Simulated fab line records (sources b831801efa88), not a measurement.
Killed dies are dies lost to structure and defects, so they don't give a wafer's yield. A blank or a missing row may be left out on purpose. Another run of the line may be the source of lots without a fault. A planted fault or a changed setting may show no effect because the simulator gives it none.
fab line records	flow gf180mcu
record: lots: 11	wafers: 33	lastDay: 34
route steps=602 shown V3@451 V4@478
lots that met no fault: taken from a fault-free run of the same line
startH: the number of hours between the record's first day and the start of the first shown wafer of the lot	waitH: time in hours since the lot's previous step	" same as the row above	L1.1+2: one row covering several wafers at once	- no value, or no start was given	* or withheld: withheld	< > ~ a bound
route shown NAME@n: names a module that has steps shown in the file, with the first one's number in the route	usual: average and standard deviation across the fault-free wafers	same: alike in all rows	chamber/n: place in a boat	sites: readings site by site	_std_site: standard deviation across them	_edge_site: inner sites' mean taken away from outer sites' mean	radiusMm: for every site, how far away it sits from the centre of the wafer	mask NAME#n: copy n	behind: the most recent tool/chamber to have shaped the wafer	hold: reason for holding the lot/hours on hold/outcome of the hold	device: which transistor (n, p or np) failed to switch	end of line: at the end of the route, the tests of the same wafers	for a step that has no rows: nothing shown but its recipe	killed: dies lost to structure and defects at the first sort, not the wafer's yield	map: a wafer's dies, marking killed ones x, the rest . and places with no die _
set.NAME: the setting that was run; set.NAME@STEP: the one run at that earlier step	model.NAME: the simulator's own value behind a step, which no gauge read
a sample of lots followed through the steps of the route, with each step as a table and each wafer as a row
services: a tool's chamber out of use, with start hour (startH, from the record's first day; less than 0 if before it), hours out, and reason
== steps ==
step: GF_V3_SPUTTER_22
recipe: material: TiN	targetThkNm: 10	chamberPressurePa: 5	powerW: 4000	timeS: 40
usual: chamberPressurePa: 4.999/0.0089	throttleValvePct: 30.7/0.96
lot.wafer	tool	chamber	startH	waitH	chamberPressurePa	throttleValvePct
L732.2	pvdSputter-01	-	529.81	0.0	4.989	30.7
L732.3	"	-	"	"	4.997	29.4
L732.6	"	-	"	"	5.004	30.5
L733.1	pvdSputter-03	-	535.02	0.0	5.002	30.9
L733.2	"	-	"	"	5.009	29.8
L733.3	"	-	"	"	5.006	31.0
L734.4	pvdSputter-03	-	555.56	0.0	5.014	29.7
L734.5	"	-	"	"	4.998	29.7
L734.6	"	-	"	"	5.007	31.0
L735.2	pvdSputter-03	-	558.72	0.0	5.002	29.8
L735.4	"	-	"	"	4.993	31.4
L735.5	"	-	"	"	4.985	31.1
L736.4	pvdSputter-01	-	576.23	0.0	5.001	31.2
L736.5	"	-	"	"	4.993	30.7
L736.6	"	-	"	"	5.013	31.2
L738.4	pvdSputter-03	-	577.87	0.0	5.007	32.2
L738.5	"	-	"	"	4.986	32.1
L738.6	"	-	"	"	5.004	31.3
L739.2	pvdSputter-01	-	588.82	0.0	4.996	31.2
L739.3	"	-	"	"	5.005	30.8
L739.4	"	-	"	"	5.005	29.7
L749.1	pvdSputter-03	-	661.75	0.0	5.000	31.2
L749.3	"	-	"	"	4.992	30.0
L749.5	"	-	"	"	5.001	31.3
L751.2	pvdSputter-04	-	672.28	0.0	4.990	29.8
L751.3	"	-	"	"	5.004	31.7
L751.5	"	-	"	"	5.004	32.1
L752.1	pvdSputter-01	-	678.39	0.0	5.000	29.9
L752.3	"	-	"	"	4.992	30.5
L752.5	"	-	"	"	4.996	31.1
L754.1	pvdSputter-04	-	694.71	0.0	4.988	30.8
L754.5	"	-	"	"	4.989	30.7
L754.6	"	-	"	"	5.006	31.9
step: GF_V4_CVD_02
recipe: material: SiO2	targetThkNm: 850	precursor: TEOS	tempC: 400	timeS: 94.851	rfW: 600
usual: heaterPowerW: 660/76
lot.wafer	tool	chamber	startH	waitH	heaterPowerW	sinceWetCleanH
L732.2	pecvd-01	1	554.17	0.0	646	796
L732.3	"	0	"	"	673	796
L732.6	"	2	"	"	594	-
L733.1	pecvd-03	2	559.17	0.1	737	593
L733.2	"	0	"	"	675	593
L733.3	"	1	"	"	650	593
L734.4	pecvd-03	2	579.36	0.1	726	-
L734.5	"	0	"	"	627	-
L734.6	"	1	"	"	785	-
L735.2	pecvd-01	2	582.15	0.0	599	824
L735.4	"	2	"	"	460	-
L735.5	"	1	"	"	570	-
L736.4	pecvd-03	0	599.68	0.1	721	-
L736.5	"	0	"	"	741	-
L736.6	"	2	"	"	656	-
L738.4	pecvd-03	0	601.22	0.1	739	-
L738.5	"	0	"	"	776	-
L738.6	"	2	"	"	648	-
L739.2	pecvd-01	2	611.49	0.0	594	6
L739.3	"	0	"	"	620	6
L739.4	"	0	"	"	682	-
L749.1	pecvd-01	2	682.98	0.1	604	78
L749.3	"	0	"	"	731	78
L749.5	"	0	"	"	740	-
L751.2	pecvd-03	2	693.69	0.0	682	727
L751.3	"	0	"	"	674	727
L751.5	"	0	"	"	738	-
L752.1	pecvd-03	2	698.52	0.1	719	732
L752.3	"	0	"	"	776	732
L752.5	"	1	"	"	738	-
L754.1	pecvd-04	0	715.34	0.1	593	541
L754.5	"	2	"	"	585	-
L754.6	"	0	"	"	640	-
step: GF_V4_THK_MEAS_03
recipe: reads: SiO2_of_V4_CVD_02
usual: V4_CVD_02_THK: 850/9.3
lot.wafer	tool	chamber	startH	waitH	V4_CVD_02_THK[nm]
L732.2	filmMetro-02	-	554.25	0.0	837
L732.3	"	-	"	"	839
L732.6	"	-	"	"	856
L733.1	filmMetro-01	-	559.24	0.0	843
L733.2	"	-	"	"	837
L733.3	"	-	"	"	841
L734.4	filmMetro-03	-	579.42	0.0	853
L734.5	"	-	"	"	850
L734.6	"	-	"	"	869
L735.2	filmMetro-01	-	582.23	0.0	838
L735.4	"	-	"	"	853
L735.5	"	-	"	"	855
L736.4	filmMetro-01	-	599.78	0.1	855
L736.5	"	-	"	"	855
L736.6	"	-	"	"	850
L738.4	filmMetro-01	-	601.32	0.1	846
L738.5	"	-	"	"	847
L738.6	"	-	"	"	862
L739.2	filmMetro-03	-	611.57	0.0	855
L739.3	"	-	"	"	850
L739.4	"	-	"	"	859
L749.1	filmMetro-03	-	683.05	0.0	1321
L749.3	"	-	"	"	856
L749.5	"	-	"	"	1338
L751.2	filmMetro-01	-	693.77	0.0	840
L751.3	"	-	"	"	833
L751.5	"	-	"	"	852
L752.1	filmMetro-01	-	698.59	0.0	830
L752.3	"	-	"	"	843
L752.5	"	-	"	"	847
L754.1	filmMetro-01	-	715.40	0.0	842
L754.5	"	-	"	"	854
L754.6	"	-	"	"	861
step: GF_V4_CMP_04
recipe: material: SiO2	downForcePsi: 4	platenRpm: 60	padVelocityMS: 0.94248
usual: motorCurrentA: 12.5/1.4	timeToEndpointS: 80/4.6
lot.wafer	tool	chamber	startH	waitH	motorCurrentA	timeToEndpointS
L732.2	cmp-02	0	554.30	0.0	13.4	78
L732.3	"	3	"	"	14.7	82
L732.6	"	1	"	"	11.3	84
L733.3	cmp-01	0	559.30	0.0	12.7	74
L733.2	"	1	"	"	10.7	76
L733.1	"	3	"	"	12.2	76
L734.4	cmp-01	2	579.55	0.1	11.1	79
L734.6	"	0	"	"	12.8	88
L734.5	"	1	"	"	10.6	81
L735.2	cmp-01	3	582.28	0.0	11.9	79
L735.4	"	2	"	"	10.9	89
L735.5	"	3	"	"	11.9	89
L736.4	cmp-01	0	599.86	0.1	12.3	80
L736.6	"	3	"	"	11.7	80
L736.5	"	0	"	"	13.0	81
L738.4	cmp-02	1	601.50	0.2	11.6	78
L738.5	"	2	"	"	13.3	76
L738.6	"	3	"	"	14.6	86
L739.2	cmp-02	2	611.62	0.0	13.1	83
L739.4	"	3	"	"	14.6	83
L739.3	"	1	"	"	11.1	81
L749.3	cmp-01	0	683.11	0.0	13.3	80
L749.1	"	3	"	"	11.6	254
L749.5	"	1	"	"	10.8	263
L751.3	cmp-02	1	693.82	0.0	11.2	71
L751.2	"	0	"	"	13.8	80
L751.5	"	1	"	"	11.5	81
L752.1	cmp-02	2	699.64	1.0	12.6	73
L752.3	"	3	"	"	15.3	80
L752.5	"	1	"	"	12.6	76
L754.1	cmp-01	1	715.56	0.1	11.5	73
L754.5	"	3	"	"	12.4	80
L754.6	"	0	"	"	13.5	80
step: GF_V4_CD_MEAS_14
recipe: targetCdNm: 260
usual: cdNm: 260.1/1.1
lot.wafer	tool	chamber	startH	waitH	cdNm
L732.2	cdSem-02	-	576.81	0.1	260.1
L732.3	"	-	"	"	259.5
L732.6	"	-	"	"	259.4
L733.1	cdSem-02	-	581.69	0.1	259.3
L733.2	"	-	"	"	259.9
L733.3	"	-	"	"	259.7
L734.4	cdSem-02	-	601.00	0.1	262.1
L734.5	"	-	"	"	262.3
L734.6	"	-	"	"	261.9
L735.2	cdSem-01	-	604.25	0.1	259.5
L735.4	"	-	"	"	260.8
L735.5	"	-	"	"	259.5
L736.4	cdSem-02	-	620.45	0.1	260.1
L736.5	"	-	"	"	260.6
L736.6	"	-	"	"	260.4
L738.4	cdSem-02	-	621.80	0.1	259.4
L738.5	"	-	"	"	260.3
L738.6	"	-	"	"	260.3
L739.2	cdSem-02	-	632.80	0.1	258.7
L739.3	"	-	"	"	259.8
L739.4	"	-	"	"	258.8
L749.1	cdSem-02	-	702.59	0.1	260.0
L749.3	"	-	"	"	260.9
L749.5	"	-	"	"	260.6
L751.2	cdSem-01	-	712.90	0.1	258.5
L751.3	"	-	"	"	259.8
L751.5	"	-	"	"	259.5
L752.1	cdSem-02	-	718.58	0.1	258.0
L752.3	"	-	"	"	258.9
L752.5	"	-	"	"	258.4
L754.1	cdSem-02	-	734.53	0.1	262.1
L754.5	"	-	"	"	260.6
L754.6	"	-	"	"	261.2
step: GF_V4_STRIP_18
recipe: chemistry: O2/N2	powerW: 1400	pressureMtorr: 1500	platenTempC: 250	o2FlowSccm: 3000	n2FlowSccm: 300	overashFraction: 0.5
usual: drypumpMotorCurrentA: 5.8/0.49	heaterPowerW: 343/51	oesProductAu: 0.592/0.0046
lot.wafer	tool	chamber	startH	waitH	drypumpMotorCurrentA	heaterPowerW	oesProductAu	rfHoursCounterH
L732.2	plasmaAsher-01	1	577.07	-	5.7	434	0.588	46
L732.3	"	0	"	"	4.9	291	0.590	-
L732.6	"	0	"	"	4.9	291	0.601	-
L733.1	plasmaAsher-02	1	581.97	-	6.6	382	0.594	97
L733.2	"	0	"	"	6.1	352	0.594	97
L733.3	"	0	"	"	6.1	360	0.589	-
L734.4	plasmaAsher-03	0	601.26	-	5.7	331	0.595	-
L734.5	"	1	"	"	5.9	293	0.591	-
L734.6	"	0	"	"	5.7	337	0.596	-
L735.2	plasmaAsher-03	0	604.51	-	5.7	337	0.589	19
L735.4	"	1	"	"	5.9	282	0.596	-
L735.5	"	0	"	"	5.7	331	0.601	-
L736.4	plasmaAsher-03	0	620.70	-	5.7	337	0.587	-
L736.5	"	0	"	"	5.7	336	0.587	-
L736.6	"	1	"	"	5.9	291	0.590	-
L738.4	plasmaAsher-02	0	622.05	-	6.1	351	0.600	-
L738.5	"	0	"	"	6.0	345	0.593	-
L738.6	"	1	"	"	6.6	393	0.594	-
L739.2	plasmaAsher-03	1	633.06	-	5.9	290	0.594	23
L739.3	"	1	"	"	5.9	278	0.597	-
L739.4	"	0	"	"	5.7	331	0.599	-
L749.1	plasmaAsher-03	1	702.87	-	5.9	286	0.596	30
L749.3	"	1	"	"	6.0	289	0.592	-
L749.5	"	1	"	"	6.0	288	0.590	-
L751.2	plasmaAsher-03	0	713.17	-	5.7	332	0.600	31
L751.3	"	0	"	"	5.7	340	0.591	-
L751.5	"	0	"	"	5.7	327	0.583	-
L752.1	plasmaAsher-02	0	718.87	-	6.0	343	0.594	112
L752.3	"	0	"	"	6.0	344	0.587	-
L752.5	"	1	"	"	6.6	394	0.589	-
L754.1	plasmaAsher-03	0	734.81	-	5.7	337	0.602	33
L754.5	"	1	"	"	5.9	280	0.593	-
L754.6	"	0	"	"	5.7	336	0.603	-
== services ==
tool	chamber	startH	hours	kind
pvdSputter-03	-	527.32	0.7	repair
cmp-02	-	572.00	4.0	pm
cmp-01	-	576.21	0.5	repair
pecvd-03	-	577.78	1.4	repair
cmp-02	-	579.87	0.8	repair
pecvd-01	-	591.12	14.0	pm
cmp-02	-	593.01	2.2	repair
cmp-02	-	595.24	5.5	pm
pecvd-03	1	597.22	4.8	repair
cmp-02	-	599.59	0.9	repair
cmp-01	-	606.48	5.7	pm
pvdSputter-03	-	614.24	4.2	repair
pvdSputter-03	-	619.59	3.2	repair
pecvd-03	-	629.92	6.5	repair
pvdSputter-01	-	639.64	1.7	repair
pecvd-01	1	640.52	3.8	repair
pecvd-01	-	643.88	1.5	repair
plasmaAsher-03	-	645.63	4.9	pm
pecvd-03	-	653.11	1.1	repair
cmp-01	-	654.78	1.3	repair
plasmaAsher-03	-	657.76	0.4	repair
pecvd-03	1	658.99	4.2	repair
cmp-01	-	693.34	11.9	repair
cmp-02	-	727.68	1.0	repair
== key ==
firstSign: step: GF_V4_THK_MEAS_03	reading: V4_CVD_02_THK	direction: up	sigmas: 52	usual: 850	struck: 1330
effect: step: GF_V4_CMP_04	reading: timeToEndpointS	direction: up	sigmas: 39	usual: *	struck: *
metAt GF_V4_CVD_02
struckLots L749
struckWafers L749.1,L749.5
notActingAt GF_V3_SPUTTER_22,GF_V4_CD_MEAS_14,GF_V4_STRIP_18
onsetBetween 611.49 682.98
fault: kind: processParameterDrift	tool: pecvd-01	chamber: -	onsetH: 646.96	steps: GF_V4_CVD_02	channel: targetThkNm	offset: 473.77	shape: step	endH: 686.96	scope: struckWafersOnly	actsIn: theseRecipesOnly	stated: 850
